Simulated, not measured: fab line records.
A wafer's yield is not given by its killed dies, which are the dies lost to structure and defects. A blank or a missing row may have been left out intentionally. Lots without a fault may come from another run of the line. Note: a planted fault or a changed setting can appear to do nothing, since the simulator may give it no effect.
The tool behind it: which one? / flow sky130 / Sampling: 6 lots, 18 wafers, 3 of 708 route steps

WHAT THE GAUGES READ, wafer by wafer
SKY_LDD_HVN_OVL_MEAS_07.
lot=L761; measured=day 21 06:06; on=overlay-02; LDD_HVN_OVL (nm)=2.4 2.2 1.9
lot=L763; measured=day 21 19:26; on=overlay-02; LDD_HVN_OVL (nm)=1.8 1.7 1.6
lot=L769; measured=day 25 06:25; on=overlay-02; LDD_HVN_OVL (nm)=- - -
lot=L771; measured=day 25 12:19; on=overlay-02; LDD_HVN_OVL (nm)=0.5 1.1 -0.2
lot=L776; measured=day 26 16:41; on=overlay-01; LDD_HVN_OVL (nm)=0.9 1.3 0.2
lot=L779; measured=day 27 10:35; on=overlay-01; LDD_HVN_OVL (nm)=1.6 0.0 1.5

EACH LOT AND THE TOOL THAT RAN IT (in order: tool; ch and the chambers of the sampled wafers; start)
lot=L761; SKY_POLY_GATE_ETCH_16=rieDiel-03 ch 0,1, day 17 07:40; SKY_LDD_HVN_EXPOSE_04=ilineStepper-02 ch 0, day 20 14:09
lot=L763; SKY_POLY_GATE_ETCH_16=rieDiel-02 ch 0,1,2, day 17 17:45; SKY_LDD_HVN_EXPOSE_04=ilineStepper-02 ch 0, day 21 04:01
lot=L769; SKY_POLY_GATE_ETCH_16=rieDiel-02 ch 0,1, day 21 08:14; SKY_LDD_HVN_EXPOSE_04=ilineStepper-02 ch 0, day 24 15:22
lot=L771; SKY_POLY_GATE_ETCH_16=rieDiel-01 ch 0,1,2, day 21 14:45; SKY_LDD_HVN_EXPOSE_04=ilineStepper-01 ch 0, day 24 21:50
lot=L776; SKY_POLY_GATE_ETCH_16=rieDiel-01 ch 1,2,3, day 22 20:24; SKY_LDD_HVN_EXPOSE_04=ilineStepper-02 ch 0, day 26 02:43
lot=L779; SKY_POLY_GATE_ETCH_16=rieDiel-02 ch 2,3, day 23 14:33; SKY_LDD_HVN_EXPOSE_04=ilineStepper-02 ch 0, day 26 19:32
- SKY_POLY_GATE_ETCH_16: etches Si3N4 in CH3F/O2, stops on poly-Si, time 147.5 s, target depth 75 nm.
- SKY_LDD_HVN_EXPOSE_04: exposes mask HVNTM, target cd 700 nm.

THE ANSWER, worked out from the rows above alone
Rule: what is usual is taken from the lots themselves. Put in order of their means at a reading, lots are off if they are a third of the lots or fewer, leave a main group of 4 or more, and stand apart from it by a gap of 3 or more times the standard deviation of the main group's means; of several such gaps the widest counts. If all means in a main group match to the digits the tables above print for the reading, that group is not used. Also off: a lot with no number at a reading for which 4 or more lots have one. All remaining lots with rows at the step are treated as sound.
Off: L769, seen at SKY_LDD_HVN_OVL_MEAS_07 (LDD_HVN_OVL). Without a number there: L769. Mean 1.2 nm and standard deviation 0.62 in the main group.
A tool fits if, at a process step before that reading, it ran every lot that is off, and no sound lot after the first of them. Those tools and the gauges at SKY_LDD_HVN_OVL_MEAS_07 are tried in the same way. None of those tried fits.

WHAT THE SIMULATOR PUT IN
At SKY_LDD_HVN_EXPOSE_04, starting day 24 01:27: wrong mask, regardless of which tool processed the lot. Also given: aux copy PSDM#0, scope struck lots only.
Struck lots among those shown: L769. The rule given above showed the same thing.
